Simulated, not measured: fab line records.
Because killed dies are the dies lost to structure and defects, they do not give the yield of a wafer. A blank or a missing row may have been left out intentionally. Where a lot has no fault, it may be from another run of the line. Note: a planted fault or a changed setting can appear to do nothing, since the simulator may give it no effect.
Which tool did it? + flow sky130 + 11 lots, 33 wafers sampled, at 2 steps of a route of 708

## WHAT THE GAUGES READ, wafer by wafer
SKY_METAL1_CD_MEAS_15: the cd target is 140 nm.
| lot  | measured     | on        | cd_nm (nm)        |
|------|--------------|-----------|-------------------|
| L945 | day 32 15:59 | cd_sem-02 | 142.5 141.5 142.0 |
| L946 | day 32 18:16 | cd_sem-01 | 142.1 140.4 141.7 |
| L951 | day 35 04:51 | cd_sem-01 | 142.4 142.2 140.6 |
| L954 | day 35 13:32 | cd_sem-02 | 136.3 135.2 136.5 |
| L956 | day 36 11:49 | cd_sem-02 | 140.6 141.2 140.9 |
| L957 | day 36 16:34 | cd_sem-02 | 143.6 141.3 140.2 |
| L961 | day 38 02:34 | cd_sem-01 | 139.6 138.7 138.8 |
| L963 | day 38 20:35 | cd_sem-02 | 138.3 136.5 138.5 |
| L964 | day 39 02:13 | cd_sem-02 | 138.6 137.4 139.2 |
| L967 | day 39 17:21 | cd_sem-02 | 138.6 138.9 137.2 |
| L968 | day 39 21:43 | cd_sem-01 | 139.9 139.6 139.8 |

SKY_METAL1_OVL_MEAS_16.
| lot  | measured     | on         | METAL1_OVL (nm) |
|------|--------------|------------|-----------------|
| L945 | day 32 16:07 | overlay-02 | 5 -3 3          |
| L946 | day 32 18:23 | overlay-01 | -13 -7 -4       |
| L951 | day 35 04:58 | overlay-01 | 8 -1 7          |
| L954 | day 35 13:40 | overlay-01 | 11 3 4          |
| L956 | day 36 11:56 | overlay-01 | 6 6 4           |
| L957 | day 36 16:41 | overlay-02 | 8 14 18         |
| L961 | day 38 02:40 | overlay-01 | 0 4 -2          |
| L963 | day 38 20:41 | overlay-01 | -11 -5 -5       |
| L964 | day 39 02:19 | overlay-01 | -4 0 -2         |
| L967 | day 39 17:28 | overlay-01 | 4 2 6           |
| L968 | day 39 21:50 | overlay-01 | -4 -6 -6        |

## WHAT TOOL EACH LOT RAN ON (gives the tool, then ch and the chambers of the sampled wafers, and finally the start)
Before these readings, the record contains no process step.

## WHAT THE TOOLS THEMSELVES READ (means of the sampled wafers that have a number; where no wafer has one, the mark that the record gives instead)
The record holds no such reading with a usual standard deviation.

## THE ANSWER, worked out from the rows above alone
Rule: the lots themselves supply what counts as usual. Put in order of their means at a reading, lots are off if they are a third of the lots or fewer, leave a main group of 4 or more, and stand apart from it by a gap of 3 or more times the standard deviation of the main group's means; of several such gaps the widest counts. A main group is skipped when, at the precision printed for the reading in the tables above, its means are all equal. Also off: a lot with no number at a reading for which 4 or more lots have one. All remaining lots with rows at the step are treated as sound. After the gauges, taken in route order, come the tools' own readings; for these a lot's mean is taken, as printed above. The first step at which some lot is off is used, and at that step the reading that is off furthest; a lot without a number counts as furthest.
Across all readings shown, no lot is off: no conclusion can be drawn from this.

## WHAT THE SIMULATOR HAD INSERTED
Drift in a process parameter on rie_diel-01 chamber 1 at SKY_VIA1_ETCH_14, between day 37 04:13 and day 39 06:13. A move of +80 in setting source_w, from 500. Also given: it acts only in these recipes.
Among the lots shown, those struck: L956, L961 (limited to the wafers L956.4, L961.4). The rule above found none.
